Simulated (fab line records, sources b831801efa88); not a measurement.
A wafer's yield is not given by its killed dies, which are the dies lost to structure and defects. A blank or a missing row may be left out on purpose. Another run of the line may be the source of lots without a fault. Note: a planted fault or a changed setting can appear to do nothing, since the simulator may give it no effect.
What tool caused it? | flow gf180mcu | 21 wafers from 7 lots sampled at 2 of the route's 602 steps

## WHAT EACH GAUGE READ, for each wafer
GF_V5_OVL_MEAS_15.
lot  | measured     | on         | V5_OVL (nm)
L896 | day 27 05:59 | overlay-01 | -7 2 3
L898 | day 28 02:40 | overlay-01 | -1 2 7
L902 | day 29 11:39 | overlay-02 | -2 1 -4
L912 | day 32 09:01 | overlay-02 | 0 -8 -2
L914 | day 32 19:11 | overlay-01 | -4 -6 1
L916 | day 33 05:02 | overlay-01 | -7 -11 -4
L918 | day 33 16:38 | overlay-02 | -10 -3 -4

## TOOL THAT RAN EACH LOT (tool first, then ch and the chambers of the sampled wafers, then the start)
lot  | GF_VT_IMPLANT_WET_ETCH_50
L896 | wet-bench-04 ch 0, day 7 17:30
L898 | wet-bench-02 ch 0, day 8 07:34
L902 | wet-bench-04 ch 2, day 9 14:17
L912 | wet-bench-02 ch 3, day 12 10:00
L914 | wet-bench-04 ch 2, day 12 21:23
L916 | wet-bench-02 ch 2, day 13 13:08
L918 | wet-bench-04 ch 2, day 14 00:21
- GF_VT_IMPLANT_WET_ETCH_50: etches SiO2 in dHF, target depth 20 nm, time 400 s.

## THE ANSWER, worked out from the rows above alone
Rule: the lots themselves supply what counts as usual. Put in order of their means at a reading, lots are off if they are a third of the lots or fewer, leave a main group of 4 or more, and stand apart from it by a gap of 3 or more times the standard deviation of the main group's means; of several such gaps the widest counts. The tables above print the reading to a certain number of digits; a main group whose means all agree to those digits is not used. A lot without any number at a reading at which 4 lots or more have one is off too. The other lots that the step has rows for count as sound.
Nothing can be told from this: no lot is off at any reading shown.

## WHAT THE SIMULATOR HAD INSERTED
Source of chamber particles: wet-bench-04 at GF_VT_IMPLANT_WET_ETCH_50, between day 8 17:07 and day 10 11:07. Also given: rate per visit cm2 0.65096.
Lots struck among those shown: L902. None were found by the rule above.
